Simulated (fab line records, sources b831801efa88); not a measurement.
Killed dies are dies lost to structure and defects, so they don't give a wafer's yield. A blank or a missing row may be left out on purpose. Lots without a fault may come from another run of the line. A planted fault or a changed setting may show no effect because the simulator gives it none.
fab line records | flow gf180mcu
record lots=5 wafers=15 last_day=33
route steps=602 shown MVSD@74 MVPSD@78 VT_IMPLANT@90
lots that met no fault: from a run of the same line without faults
start_h: hours from the record's first day to the start of the lot's first wafer shown | wait_h: hours since the lot's step before | " the same as in the row above | L1.1+2: a row that stands for several wafers | - no value, or no start given | * or withheld: withheld | < > ~ a bound
route shown NAME@n: a module of which the file shows steps, and the number in the route of the first | usual: mean/standard deviation of fault-free wafers | same: alike in all rows | chamber/n: place in a boat | sites: the reading at each site | _std_site: their standard deviation | _edge_site: outer sites' mean less inner sites' | radius_mm: how far each site lies from the wafer's centre | mask NAME#n: copy n | behind: the tool/chamber that last shaped the wafer | hold: why the lot was held/for how many hours/how that ended | device: the transistor (n, p or np) that didn't switch | end of line: the same wafers' tests at the end of the route | a step without rows: its recipe alone | killed: dies lost to structure and defects at the first sort, not the wafer's yield | map: a wafer's dies, x killed, . not, _ none there
set.NAME: the setting as run; set.NAME@STEP: as run at that earlier step | model.NAME: the simulator's own value behind a step, which no gauge read
lots at some steps of the route; a table a step, a row a wafer
services: from which hour (start_h, from the record's first day; less than 0 if before it) a tool's chamber was out of use, for how many hours, and why
## steps
# step GF_MVSD_IMPLANT_08
# recipe species=P energy_kev=400 dose_cm2=1.6e+13 tilt_deg=0
# usual tilt_deg=0.006/0.019
# columns lot.wafer tool chamber start_h wait_h tilt_deg
L077.3 implanter-01 0 100.08 0.1 -0.009
L077.4 " 0 " " 0.032
L077.6 " 0 " " 0.008
L083.2 implanter-02 0 133.74 0.0 -0.007
L083.4 " 0 " " 0.020
L083.6 " 0 " " -0.011
L089.2 implanter-03 0 171.49 0.0 -0.008
L089.3 " 0 " " -0.040
L089.4 " 0 " " -0.023
L090.1 implanter-03 0 175.31 0.0 0.007
L090.3 " 0 " " -0.007
L090.6 " 0 " " 0.011
L094.2 implanter-01 0 200.74 0.0 0.038
L094.5 " 0 " " 0.041
L094.6 " 0 " " 0.006
# step GF_MVSD_IMPLANT_09
# recipe species=P energy_kev=100 dose_cm2=5e+12 tilt_deg=0
# usual tilt_deg=-0.003/0.019
# columns lot.wafer tool chamber start_h wait_h tilt_deg
L077.3 implanter-01 0 100.23 0.1 0.015
L077.4 " 0 " " -0.023
L077.6 " 0 " " 0.006
L083.2 implanter-02 0 133.89 0.1 -0.006
L083.4 " 0 " " 0.000
L083.6 " 0 " " 0.028
L089.2 implanter-03 0 171.64 0.1 0.017
L089.3 " 0 " " -0.011
L089.4 " 0 " " 0.031
L090.1 implanter-03 0 175.46 0.1 0.010
L090.3 " 0 " " -0.001
L090.6 " 0 " " -0.011
L094.2 implanter-01 0 200.89 0.1 -0.013
L094.5 " 0 " " 0.003
L094.6 " 0 " " -0.003
# step GF_MVSD_STRIP_10
# recipe chemistry=O2/N2 power_w=1400 pressure_mtorr=1500 platen_temp_c=250 o2_flow_sccm=3000 n2_flow_sccm=300 overash_fraction=0.5
# usual drypump_motor_current_A=5.9/0.58 heater_power_w=335/38 oes_product_au=0.722/0.0053 platen_temp_c=250.00/0.18 strip_time_to_endpoint_s=37.01/0.1
# columns lot.wafer tool chamber start_h wait_h drypump_motor_current_A heater_power_w oes_product_au platen_temp_c rf_hours_counter_h strip_time_to_endpoint_s
L077.3 plasma_asher-02 0 100.36 0.1 5.9 427 0.713 249.85 - 36.88
L077.4 " 1 " " 6.6 316 0.731 250.01 - 36.88
L077.6 " 0 " " 5.9 426 0.720 249.86 - 36.98
L083.2 plasma_asher-02 1 134.01 0.1 6.6 305 0.724 249.80 2 37.18
L083.4 " 1 " " 6.6 312 0.723 250.07 - 37.09
L083.6 " 1 " " 6.6 301 0.724 249.83 - 37.13
L089.2 plasma_asher-03 1 171.76 0.1 5.9 323 0.721 249.58 35 36.91
L089.3 " 0 " " 4.9 321 0.716 250.03 - 36.96
L089.4 " 1 " " 5.9 325 0.722 249.89 - 36.89
L090.1 plasma_asher-01 0 175.61 0.1 6.0 302 0.723 249.94 54 37.07
L090.3 " 1 " " 6.6 324 0.720 250.03 - 37.00
L090.6 " 0 " " 6.0 314 0.726 249.61 - 36.96
L094.2 plasma_asher-03 0 201.02 0.1 5.0 314 0.724 249.82 38 37.08
L094.5 " 1 " " 5.9 323 0.727 250.06 - 37.08
L094.6 " 0 " " 5.0 318 0.716 249.92 - 37.21
# step GF_MVSD_TW_MEAS_11
# usual MVSD_TW=1568/15
# columns lot.wafer tool chamber start_h wait_h MVSD_TW
L077.3 film_metro-01 - 100.45 0.1 1539
L077.4 " - " " 1543
L077.6 " - " " 1539
L083.2 film_metro-04 - 134.12 0.1 1552
L083.4 " - " " 1550
L083.6 " - " " 1563
L089.2 film_metro-04 - 171.87 0.1 1564
L089.3 " - " " 1561
L089.4 " - " " 1575
L090.1 film_metro-04 - 175.71 0.1 1562
L090.3 " - " " 1563
L090.6 " - " " 1562
L094.2 film_metro-02 - 201.13 0.1 1587
L094.5 " - " " 1589
L094.6 " - " " 1597
# step GF_MVPSD_DEHYDRATE_00
# recipe temp_c=200 time_s=60
# same time_s=60
# columns lot.wafer tool chamber start_h wait_h
L077.3+4+6 litho_track-03 0 107.60 7.1
L083.2+4+6 litho_track-01 0 141.22 7.1
L089.2+3+4 litho_track-03 0 179.22 7.3
L090.1+3+6 litho_track-03 0 183.00 7.3
L094.2+5+6 litho_track-03 0 209.47 8.3
# step GF_MVPSD_HMDS_01
# recipe prime_time_s=60 prime_temp_c=120
# usual prime_temp_c=120.01/0.13
# columns lot.wafer tool chamber start_h wait_h prime_temp_c
L077.3 litho_track-03 0 107.75 0.1 119.76
L077.4 " 0 " " 119.89
L077.6 " 0 " " 119.91
L083.2 litho_track-01 0 141.37 0.1 120.14
L083.4 " 0 " " 120.16
L083.6 " 0 " " 120.09
L089.2 litho_track-03 0 179.37 0.1 120.07
L089.3 " 0 " " 120.07
L089.4 " 0 " " 119.91
L090.1 litho_track-03 0 183.15 0.1 119.89
L090.3 " 0 " " 120.04
L090.6 " 0 " " 120.19
L094.2 litho_track-03 0 209.62 0.1 120.19
L094.5 " 0 " " 120.16
L094.6 " 0 " " 119.98
# step GF_MVPSD_COAT_02
# recipe spin_rpm=2000 resist_thk_nm=3000
# columns lot.wafer tool chamber start_h wait_h
L077.3+4+6 litho_track-03 0 107.90 0.1
L083.2+4+6 litho_track-01 0 141.52 0.1
L089.2+3+4 litho_track-03 0 179.52 0.1
L090.1+3+6 litho_track-03 0 183.30 0.1
L094.2+5+6 litho_track-03 0 209.77 0.1
# step GF_MVPSD_SOFTBAKE_03
# recipe temp_c=110 time_s=withheld
# columns lot.wafer tool chamber start_h wait_h
L077.3+4+6 litho_track-03 0 108.07 0.1
L083.2+4+6 litho_track-01 0 141.68 0.1
L089.2+3+4 litho_track-03 0 179.68 0.1
L090.1+3+6 litho_track-03 0 183.45 0.1
L094.2+5+6 litho_track-03 0 209.93 0.1
# step GF_MVPSD_EXPOSE_04
# recipe mask_id=MVPSD target_cd_nm=1000 na=0.6 source_shape=conventional sigma_outer=0.6 dose_mj=260
# same na=0.6
# columns lot.wafer tool chamber start_h wait_h mask
L077.3+4+6 iline_stepper-02 0 - - MVPSD#0
L083.2+4+6 iline_stepper-02 0 - - MVPSD#0
L089.2+3+4 iline_stepper-02 0 - - MVPSD#0
L090.1+3+6 iline_stepper-01 0 - - MVPSD#0
L094.2+5+6 iline_stepper-01 0 - - MVPSD#0
# step GF_MVPSD_PEB_05
# recipe temp_c=115 time_s=withheld
# columns lot.wafer tool chamber start_h wait_h
L077.3+4+6 litho_track-01 0 - -
L083.2+4+6 litho_track-03 0 - -
L089.2+3+4 litho_track-03 0 - -
L090.1+3+6 litho_track-02 0 - -
L094.2+5+6 litho_track-01 0 - -
# step GF_MVPSD_DEVELOP_06
# recipe wall_angle_deg=90 develop_time_s=60 dev_temp_c=23
# same develop_time_s=60
# columns lot.wafer tool chamber start_h wait_h
L077.3+4+6 litho_track-01 0 - -
L083.2+4+6 litho_track-03 0 - -
L089.2+3+4 litho_track-03 0 - -
L090.1+3+6 litho_track-02 0 - -
L094.2+5+6 litho_track-01 0 - -
# step GF_MVPSD_OVL_MEAS_07
# usual MVPSD_OVL=0.5/1.3
# columns lot.wafer tool chamber start_h wait_h MVPSD_OVL[nm]
L077.3 overlay-02 - 114.90 - -0.6
L077.4 " - " " -0.1
L077.6 " - " " -0.3
L083.2 overlay-02 - 149.00 - 0.8
L083.4 " - " " 0.9
L083.6 " - " " -0.7
L089.2 overlay-01 - 187.90 - 1.0
L089.3 " - " " 0.4
L089.4 " - " " 3.3
L090.1 overlay-01 - 192.28 - 2.3
L090.3 " - " " 2.2
L090.6 " - " " -2.0
L094.2 overlay-02 - 218.50 - 0.8
L094.5 " - " " 0.2
L094.6 " - " " 2.3
# step GF_MVPSD_IMPLANT_08
# recipe species=B energy_kev=170 dose_cm2=1.5e+13 tilt_deg=0
# usual tilt_deg=0.001/0.021
# columns lot.wafer tool chamber start_h wait_h tilt_deg
L077.3 implanter-03 0 114.98 0.1 -0.039
L077.4 " 0 " " -0.014
L077.6 " 0 " " -0.020
L083.2 implanter-01 0 149.06 0.0 -0.007
L083.4 " 0 " " -0.007
L083.6 " 0 " " -0.009
L089.2 implanter-04 0 187.96 0.0 -0.012
L089.3 " 0 " " -0.007
L089.4 " 0 " " -0.018
L090.1 implanter-04 0 192.31 0.0 -0.026
L090.3 " 0 " " 0.017
L090.6 " 0 " " -0.004
L094.2 implanter-01 0 218.55 0.0 -0.023
L094.5 " 0 " " 0.009
L094.6 " 0 " " 0.007
# step GF_MVPSD_IMPLANT_09
# recipe species=B energy_kev=40 dose_cm2=5e+12 tilt_deg=0
# usual tilt_deg=0.002/0.022
# columns lot.wafer tool chamber start_h wait_h tilt_deg
L077.3 implanter-03 0 115.13 0.1 0.014
L077.4 " 0 " " -0.003
L077.6 " 0 " " 0.009
L083.2 implanter-01 0 149.21 0.1 -0.012
L083.4 " 0 " " -0.003
L083.6 " 0 " " -0.017
L089.2 implanter-04 0 188.11 0.1 0.034
L089.3 " 0 " " 0.088
L089.4 " 0 " " 0.065
L090.1 implanter-04 0 192.46 0.1 -0.004
L090.3 " 0 " " 0.017
L090.6 " 0 " " -0.006
L094.2 implanter-01 0 218.70 0.1 -0.020
L094.5 " 0 " " -0.023
L094.6 " 0 " " -0.023
# step GF_MVPSD_STRIP_10
# recipe chemistry=O2/N2 power_w=1400 pressure_mtorr=1500 platen_temp_c=250 o2_flow_sccm=3000 n2_flow_sccm=300 overash_fraction=0.5
# usual drypump_motor_current_A=5.8/0.57 heater_power_w=332/28 oes_product_au=0.723/0.0044 platen_temp_c=250.02/0.19 strip_time_to_endpoint_s=36.97/0.089
# columns lot.wafer tool chamber start_h wait_h drypump_motor_current_A heater_power_w oes_product_au platen_temp_c rf_hours_counter_h strip_time_to_endpoint_s
L077.3 plasma_asher-04 1 115.26 0.1 5.1 366 0.724 249.87 - 37.10
L077.4 " 0 " " 5.9 396 0.731 249.96 - 37.01
L077.6 " 0 " " 5.9 396 0.718 249.93 - 37.07
L083.2 plasma_asher-03 1 149.33 0.1 5.9 321 0.719 249.96 33 36.91
L083.4 " 0 " " 5.0 315 0.715 249.65 - 36.86
L083.6 " 0 " " 4.9 322 0.717 250.14 - 36.93
L089.2 plasma_asher-01 0 188.23 0.1 5.9 314 0.729 249.88 55 37.05
L089.3 " 1 " " 6.6 318 0.721 249.94 - 36.98
L089.4 " 0 " " 5.9 315 0.723 250.12 - 37.01
L090.1 plasma_asher-01 1 192.61 0.1 6.6 323 0.727 250.19 56 36.82
L090.3 " 0 " " 6.0 302 0.716 250.15 - 36.89
L090.6 " 1 " " 6.6 328 0.723 249.83 - 36.80
L094.2 plasma_asher-03 0 218.83 0.1 5.0 321 0.728 249.70 40 36.98
L094.5 " 1 " " 5.9 322 0.723 250.26 - 37.04
L094.6 " 0 " " 5.0 313 0.723 249.91 - 37.04
# step GF_MVPSD_TW_MEAS_11
# usual MVPSD_TW=549/6.1
# columns lot.wafer tool chamber start_h wait_h MVPSD_TW
L077.3 film_metro-01 - 115.35 0.1 543
L077.4 " - " " 543
L077.6 " - " " 538
L083.2 film_metro-02 - 149.44 0.1 555
L083.4 " - " " 552
L083.6 " - " " 555
L089.2 film_metro-02 - 188.34 0.1 553
L089.3 " - " " 555
L089.4 " - " " 555
L090.1 film_metro-02 - 192.71 0.1 557
L090.3 " - " " 557
L090.6 " - " " 556
L094.2 film_metro-04 - 218.94 0.1 551
L094.5 " - " " 552
L094.6 " - " " 556
# step GF_VT_IMPLANT_DEHYDRATE_00
# recipe temp_c=200 time_s=60
# same time_s=60
# columns lot.wafer tool chamber start_h wait_h
L077.3+4+6 litho_track-02 0 122.68 7.3
L083.2+4+6 litho_track-02 0 157.10 7.6
L089.2+3+4 litho_track-03 0 196.42 8.1
L090.1+3+6 litho_track-04 0 199.73 7.0
L094.2+5+6 litho_track-02 0 227.00 8.1
# step GF_VT_IMPLANT_HMDS_01
# recipe prime_time_s=60 prime_temp_c=120
# usual prime_temp_c=119.98/0.14
# columns lot.wafer tool chamber start_h wait_h prime_temp_c
L077.3 litho_track-02 0 122.83 0.1 119.84
L077.4 " 0 " " 119.68
L077.6 " 0 " " 119.79
L083.2 litho_track-02 0 157.25 0.1 120.17
L083.4 " 0 " " 119.99
L083.6 " 0 " " 119.94
L089.2 litho_track-03 0 196.57 0.1 119.98
L089.3 " 0 " " 119.69
L089.4 " 0 " " 119.84
L090.1 litho_track-04 0 199.88 0.1 120.09
L090.3 " 0 " " 119.86
L090.6 " 0 " " 119.94
L094.2 litho_track-02 0 227.15 0.1 120.08
L094.5 " 0 " " 120.15
L094.6 " 0 " " 119.87
# step GF_VT_IMPLANT_COAT_02
# recipe resist=NOVOLAK spin_rpm=3000 resist_thk_nm=1000
# columns lot.wafer tool chamber start_h wait_h
L077.3+4+6 litho_track-02 0 122.98 0.1
L083.2+4+6 litho_track-02 0 157.40 0.1
L089.2+3+4 litho_track-03 0 196.72 0.1
L090.1+3+6 litho_track-04 0 200.03 0.1
L094.2+5+6 litho_track-02 0 227.30 0.1
# step GF_VT_IMPLANT_SOFTBAKE_03
# recipe temp_c=90 time_s=60 resist=NOVOLAK
# same time_s=60
# columns lot.wafer tool chamber start_h wait_h
L077.3+4+6 litho_track-02 0 123.13 0.1
L083.2+4+6 litho_track-02 0 157.55 0.1
L089.2+3+4 litho_track-03 0 196.87 0.1
L090.1+3+6 litho_track-04 0 200.18 0.1
L094.2+5+6 litho_track-02 0 227.45 0.1
# step GF_VT_IMPLANT_EXPOSE_04
# recipe mask_id=LVPWELL_LV_AREA target_cd_nm=600 na=0.6 source_shape=conventional sigma_outer=0.6 dose_mj=140
# same na=0.6
# columns lot.wafer tool chamber start_h wait_h mask
L077.3+4+6 iline_stepper-01 0 - - LVPWELL_LV_AREA#0
L083.2+4+6 iline_stepper-01 0 - - LVPWELL_LV_AREA#0
L089.2+3+4 iline_stepper-01 0 - - LVPWELL_LV_AREA#0
L090.1+3+6 iline_stepper-02 0 - - LVPWELL_LV_AREA#0
L094.2+5+6 iline_stepper-02 0 - - LVPWELL_LV_AREA#0
# step GF_VT_IMPLANT_PEB_05
# recipe temp_c=withheld time_s=* resist=NOVOLAK
# same time_s=*
# columns lot.wafer tool chamber start_h wait_h
L077.3+4+6 litho_track-03 0 - -
L083.2+4+6 litho_track-03 0 - -
L089.2+3+4 litho_track-03 0 - -
L090.1+3+6 litho_track-03 0 - -
L094.2+5+6 litho_track-03 0 - -
# step GF_VT_IMPLANT_DEVELOP_06
# recipe develop_time_s=60 dev_temp_c=23
# same develop_time_s=60
# columns lot.wafer tool chamber start_h wait_h
L077.3+4+6 litho_track-03 0 130.25 0.1
L083.2+4+6 litho_track-03 0 164.97 0.1
L089.2+3+4 litho_track-03 0 205.12 0.1
L090.1+3+6 litho_track-03 0 208.55 0.1
L094.2+5+6 litho_track-03 0 235.22 0.1
# step GF_VT_IMPLANT_OVL_MEAS_07
# usual VT_IMPLANT_OVL=-1.1/1.4
# columns lot.wafer tool chamber start_h wait_h VT_IMPLANT_OVL[nm]
L077.3 overlay-02 - 130.36 0.1 -0.3
L077.4 " - " " -2.4
L077.6 " - " " -1.4
L083.2 overlay-01 - 165.10 0.1 1.8
L083.4 " - " " 2.1
L083.6 " - " " 0.6
L089.2 overlay-01 - 205.25 0.1 -0.2
L089.3 " - " " -0.9
L089.4 " - " " -0.8
L090.1 overlay-01 - 208.70 0.1 -1.6
L090.3 " - " " 0.3
L090.6 " - " " -0.9
L094.2 overlay-02 - 235.35 0.1 -2.0
L094.5 " - " " -1.4
L094.6 " - " " -2.4
# step GF_VT_IMPLANT_IMPLANT_08
# recipe species=BF2 energy_kev=20 dose_cm2=8.29e+12 tilt_deg=7
# usual tilt_deg=7.002/0.018
# columns lot.wafer tool chamber start_h wait_h tilt_deg
L077.3 implanter-04 0 130.43 0.1 7.008
L077.4 " 0 " " 7.004
L077.6 " 0 " " 7.031
L083.2 implanter-01 0 165.16 0.0 6.953
L083.4 " 0 " " 6.996
L083.6 " 0 " " 6.984
L089.2 implanter-02 0 205.31 0.0 7.001
L089.3 " 0 " " 7.002
L089.4 " 0 " " 6.972
L090.1 implanter-01 0 208.73 0.0 6.993
L090.3 " 0 " " 7.002
L090.6 " 0 " " 6.988
L094.2 implanter-01 0 235.41 0.0 7.002
L094.5 " 0 " " 7.019
L094.6 " 0 " " 7.017
# step GF_VT_IMPLANT_STRIP_09
# recipe chemistry=O2/N2 power_w=1400 pressure_mtorr=1500 platen_temp_c=250 o2_flow_sccm=3000 n2_flow_sccm=300 overash_fraction=0.5
# usual drypump_motor_current_A=6.0/0.52 heater_power_w=353/40 oes_product_au=0.716/0.0043 platen_temp_c=250.00/0.18 strip_time_to_endpoint_s=12.617/0.029
# columns lot.wafer tool chamber start_h wait_h drypump_motor_current_A heater_power_w oes_product_au platen_temp_c rf_hours_counter_h strip_time_to_endpoint_s
L077.3 plasma_asher-04 0 130.57 0.1 5.9 402 0.707 249.78 - 12.608
L077.4 " 1 " " 5.1 369 0.716 249.54 - 12.641
L077.6 " 1 " " 5.1 361 0.720 249.71 - 12.624
L083.2 plasma_asher-04 1 165.28 0.1 5.1 365 0.725 250.47 52 12.608
L083.4 " 0 " " 5.9 406 0.710 249.84 - 12.605
L083.6 " 0 " " 5.9 400 0.710 249.91 - 12.650
L089.2 plasma_asher-01 0 205.43 0.1 5.9 302 0.717 249.65 57 12.587
L089.3 " 0 " " 5.9 314 0.712 250.09 - 12.613
L089.4 " 1 " " 6.6 322 0.721 250.19 - 12.566
L090.1 plasma_asher-01 0 208.88 0.1 5.9 319 0.716 250.22 57 12.611
L090.3 " 0 " " 5.9 319 0.718 250.24 - 12.595
L090.6 " 0 " " 6.0 316 0.715 249.80 - 12.661
L094.2 plasma_asher-01 0 235.53 0.1 5.9 324 0.720 250.18 60 12.588
L094.5 " 0 " " 5.9 315 0.710 250.00 - 12.611
L094.6 " 1 " " 6.6 323 0.718 249.85 - 12.609
# step GF_VT_IMPLANT_TW_MEAS_10
# usual VT_IMPLANT_TW=565/6.6
# columns lot.wafer tool chamber start_h wait_h VT_IMPLANT_TW
L077.3 film_metro-01 - 130.65 0.1 551
L077.4 " - " " 550
L077.6 " - " " 551
L083.2 film_metro-03 - 165.39 0.1 566
L083.4 " - " " 569
L083.6 " - " " 568
L089.2 film_metro-03 - 205.54 0.1 571
L089.3 " - " " 575
L089.4 " - " " 573
L090.1 film_metro-03 - 208.98 0.1 572
L090.3 " - " " 572
L090.6 " - " " 574
L094.2 film_metro-03 - 235.64 0.1 564
L094.5 " - " " 565
L094.6 " - " " 564
# step GF_VT_IMPLANT_DEHYDRATE_11
# recipe temp_c=200 time_s=60
# same time_s=60
# columns lot.wafer tool chamber start_h wait_h
L077.3+4+6 litho_track-03 0 137.70 7.0
L083.2+4+6 litho_track-04 0 173.31 7.9
L089.2+3+4 litho_track-02 0 214.00 8.4
L090.1+3+6 litho_track-02 0 217.03 8.0
L094.2+5+6 litho_track-03 0 244.82 9.2
# step GF_VT_IMPLANT_HMDS_12
# recipe prime_time_s=60 prime_temp_c=120
# usual prime_temp_c=119.96/0.14
# columns lot.wafer tool chamber start_h wait_h prime_temp_c
L077.3 litho_track-03 0 137.85 0.1 119.81
L077.4 " 0 " " 119.85
L077.6 " 0 " " 119.98
L083.2 litho_track-04 0 173.46 0.1 120.07
L083.4 " 0 " " 120.08
L083.6 " 0 " " 120.00
L089.2 litho_track-02 0 214.15 0.1 119.84
L089.3 " 0 " " 119.97
L089.4 " 0 " " 119.71
L090.1 litho_track-02 0 217.18 0.1 119.84
L090.3 " 0 " " 120.28
L090.6 " 0 " " 120.09
L094.2 litho_track-03 0 244.97 0.1 120.37
L094.5 " 0 " " 119.94
L094.6 " 0 " " 120.04
# step GF_VT_IMPLANT_COAT_13
# recipe resist=NOVOLAK spin_rpm=3000 resist_thk_nm=1000
# columns lot.wafer tool chamber start_h wait_h
L077.3+4+6 litho_track-03 0 138.00 0.1
L083.2+4+6 litho_track-04 0 173.61 0.1
L089.2+3+4 litho_track-02 0 214.30 0.1
L090.1+3+6 litho_track-02 0 217.33 0.1
L094.2+5+6 litho_track-03 0 245.12 0.1
# step GF_VT_IMPLANT_SOFTBAKE_14
# recipe temp_c=90 time_s=60 resist=NOVOLAK
# same time_s=60
# columns lot.wafer tool chamber start_h wait_h
L077.3+4+6 litho_track-03 0 138.15 0.1
L083.2+4+6 litho_track-04 0 173.76 0.1
L089.2+3+4 litho_track-02 0 214.45 0.1
L090.1+3+6 litho_track-02 0 217.48 0.1
L094.2+5+6 litho_track-03 0 245.27 0.1
# step GF_VT_IMPLANT_EXPOSE_15
# recipe mask_id=Nwell_LV_AREA target_cd_nm=860 na=0.6 source_shape=conventional sigma_outer=0.6 dose_mj=140
# same na=0.6
# columns lot.wafer tool chamber start_h wait_h mask
L077.3+4+6 iline_stepper-02 0 - - Nwell_LV_AREA#0
L083.2+4+6 iline_stepper-01 0 - - Nwell_LV_AREA#0
L089.2+3+4 iline_stepper-01 0 - - Nwell_LV_AREA#0
L090.1+3+6 iline_stepper-02 0 - - Nwell_LV_AREA#0
L094.2+5+6 iline_stepper-02 0 - - Nwell_LV_AREA#0
# step GF_VT_IMPLANT_PEB_16
# recipe temp_c=withheld time_s=* resist=NOVOLAK
# same time_s=*
# columns lot.wafer tool chamber start_h wait_h
L077.3+4+6 litho_track-03 0 - -
L083.2+4+6 litho_track-03 0 - -
L089.2+3+4 litho_track-03 0 - -
L090.1+3+6 litho_track-02 0 - -
L094.2+5+6 litho_track-02 0 - -
# step GF_VT_IMPLANT_DEVELOP_17
# recipe develop_time_s=60 dev_temp_c=23
# same develop_time_s=60
# columns lot.wafer tool chamber start_h wait_h
L077.3+4+6 litho_track-03 0 145.05 0.1
L083.2+4+6 litho_track-03 0 181.87 0.1
L089.2+3+4 litho_track-03 0 222.72 0.1
L090.1+3+6 litho_track-02 0 226.53 0.1
L094.2+5+6 litho_track-02 0 254.50 0.1
# step GF_VT_IMPLANT_OVL_MEAS_18
# usual VT_IMPLANT_01_OVL=0.7/1.5
# columns lot.wafer tool chamber start_h wait_h VT_IMPLANT_01_OVL[nm]
L077.3 overlay-02 - 145.16 0.1 2.0
L077.4 " - " " 2.2
L077.6 " - " " 2.4
L083.2 overlay-01 - 182.00 0.1 1.9
L083.4 " - " " 1.8
L083.6 " - " " -1.4
L089.2 overlay-02 - 222.85 0.1 2.0
L089.3 " - " " 2.2
L089.4 " - " " 2.6
L090.1 overlay-01 - 226.68 0.1 2.5
L090.3 " - " " 0.5
L090.6 " - " " 0.7
L094.2 overlay-02 - 254.63 0.1 1.9
L094.5 " - " " 0.2
L094.6 " - " " 2.1
# step GF_VT_IMPLANT_IMPLANT_19
# recipe species=As energy_kev=100 dose_cm2=4.35e+12 tilt_deg=7
# usual tilt_deg=6.997/0.019
# columns lot.wafer tool chamber start_h wait_h tilt_deg
L077.3 implanter-04 0 145.23 0.1 6.951
L077.4 " 0 " " 6.973
L077.6 " 0 " " 6.993
L083.2 implanter-01 0 182.06 0.0 7.011
L083.4 " 0 " " 6.995
L083.6 " 0 " " 6.991
L089.2 implanter-04 0 222.91 0.0 6.981
L089.3 " 0 " " 6.984
L089.4 " 0 " " 6.999
L090.1 implanter-02 0 226.71 0.0 7.023
L090.3 " 0 " " 7.034
L090.6 " 0 " " 7.037
L094.2 implanter-04 0 254.69 0.0 6.989
L094.5 " 0 " " 6.993
L094.6 " 0 " " 6.984
# step GF_VT_IMPLANT_STRIP_20
# recipe chemistry=O2/N2 power_w=1400 pressure_mtorr=1500 platen_temp_c=250 o2_flow_sccm=3000 n2_flow_sccm=300 overash_fraction=0.5
# usual drypump_motor_current_A=6.0/0.52 heater_power_w=356/41 oes_product_au=0.716/0.0043 platen_temp_c=249.98/0.19 strip_time_to_endpoint_s=12.61/0.034
# columns lot.wafer tool chamber start_h wait_h drypump_motor_current_A heater_power_w oes_product_au platen_temp_c rf_hours_counter_h strip_time_to_endpoint_s
L077.3 plasma_asher-02 1 145.37 0.1 6.6 311 0.717 249.91 - 12.63
L077.4 " 0 " " 6.0 403 0.714 249.73 - 12.65
L077.6 " 0 " " 5.9 409 0.715 249.68 - 12.66
L083.2 plasma_asher-04 1 182.18 0.1 5.1 371 0.714 250.45 54 12.58
L083.4 " 0 " " 5.9 414 0.713 250.10 - 12.59
L083.6 " 0 " " 5.9 391 0.713 249.93 - 12.59
L089.2 plasma_asher-04 1 223.03 0.1 5.1 367 0.717 249.98 59 12.64
L089.3 " 0 " " 5.9 389 0.722 250.20 - 12.62
L089.4 " 1 " " 5.1 370 0.719 250.16 - 12.63
L090.1 plasma_asher-01 1 226.86 0.1 6.6 335 0.714 249.80 59 12.63
L090.3 " 1 " " 6.6 331 0.714 249.84 - 12.59
L090.6 " 0 " " 5.9 309 0.720 249.79 - 12.64
L094.2 plasma_asher-02 0 254.81 0.1 6.0 417 0.711 249.86 14 12.57
L094.5 " 0 " " 6.0 422 0.709 249.99 - 12.59
L094.6 " 1 " " 6.6 305 0.712 250.10 - 12.56
# step GF_VT_IMPLANT_TW_MEAS_21
# usual VT_IMPLANT_2_TW=1206/18
# columns lot.wafer tool chamber start_h wait_h VT_IMPLANT_2_TW
L077.3 film_metro-01 - 145.45 0.1 1180
L077.4 " - " " 1189
L077.6 " - " " 1184
L083.2 film_metro-01 - 182.29 0.1 1187
L083.4 " - " " 1193
L083.6 " - " " 1190
L089.2 film_metro-02 - 223.14 0.1 1218
L089.3 " - " " 1211
L089.4 " - " " 1213
L090.1 film_metro-03 - 226.96 0.1 1214
L090.3 " - " " 1212
L090.6 " - " " 1209
L094.2 film_metro-01 - 254.92 0.1 1194
L094.5 " - " " 1187
L094.6 " - " " 1189
# step GF_VT_IMPLANT_DEHYDRATE_22
# recipe temp_c=200 time_s=60
# same time_s=60
# columns lot.wafer tool chamber start_h wait_h
L077.3+4+6 litho_track-02 0 153.03 7.6
L083.2+4+6 litho_track-04 0 190.06 7.8
L089.2+3+4 litho_track-02 0 231.35 8.2
L090.1+3+6 litho_track-03 0 234.45 7.5
L094.2+5+6 litho_track-02 0 263.50 8.6
# step GF_VT_IMPLANT_HMDS_23
# recipe prime_time_s=60 prime_temp_c=120
# usual prime_temp_c=120.03/0.13
# columns lot.wafer tool chamber start_h wait_h prime_temp_c
L077.3 litho_track-02 0 153.18 0.1 120.12
L077.4 " 0 " " 120.11
L077.6 " 0 " " 119.90
L083.2 litho_track-04 0 190.21 0.1 120.01
L083.4 " 0 " " 120.15
L083.6 " 0 " " 120.04
L089.2 litho_track-02 0 231.50 0.1 119.97
L089.3 " 0 " " 119.92
L089.4 " 0 " " 120.05
L090.1 litho_track-03 0 234.60 0.1 120.05
L090.3 " 0 " " 119.86
L090.6 " 0 " " 120.03
L094.2 litho_track-02 0 263.65 0.1 120.13
L094.5 " 0 " " 119.83
L094.6 " 0 " " 120.00
# step GF_VT_IMPLANT_COAT_24
# recipe resist=NOVOLAK spin_rpm=3000 resist_thk_nm=1000
# columns lot.wafer tool chamber start_h wait_h
L077.3+4+6 litho_track-02 0 153.33 0.1
L083.2+4+6 litho_track-04 0 190.36 0.1
L089.2+3+4 litho_track-02 0 231.65 0.1
L090.1+3+6 litho_track-03 0 234.75 0.1
L094.2+5+6 litho_track-02 0 263.80 0.1
# step GF_VT_IMPLANT_SOFTBAKE_25
# recipe temp_c=90 time_s=60 resist=NOVOLAK
# same time_s=60
# columns lot.wafer tool chamber start_h wait_h
L077.3+4+6 litho_track-02 0 153.48 0.1
L083.2+4+6 litho_track-04 0 190.51 0.1
L089.2+3+4 litho_track-02 0 231.80 0.1
L090.1+3+6 litho_track-03 0 234.90 0.1
L094.2+5+6 litho_track-02 0 263.95 0.1
## services
# columns tool chamber start_h hours kind
implanter-04 - 83.22 11.9 repair
implanter-01 - 97.70 1.3 repair
plasma_asher-01 - 102.64 3.9 repair
plasma_asher-02 - 106.85 0.8 repair
plasma_asher-02 - 108.75 9.0 pm
implanter-04 - 109.70 2.7 repair
iline_stepper-02 - 115.29 8.9 pm
implanter-01 - 119.85 1.6 repair
iline_stepper-02 - 124.18 1.7 pm
implanter-02 - 124.43 3.9 repair
implanter-01 - 127.17 3.7 repair
plasma_asher-03 - 132.71 2.1 repair
implanter-04 - 134.66 7.1 pm
litho_track-02 - 134.73 - consumable_replace:filter
iline_stepper-01 - 138.57 1.3 repair
iline_stepper-01 - 139.86 1.7 pm
implanter-03 - 145.06 0.8 repair
litho_track-04 - 148.10 - consumable_replace:filter
implanter-02 - 153.24 3.9 pm
implanter-01 - 178.60 2.7 repair
plasma_asher-01 - 196.49 4.6 repair
iline_stepper-01 - 200.53 2.2 repair
plasma_asher-03 - 247.69 5.8 repair
plasma_asher-03 - 262.65 0.9 repair
## key
fault none
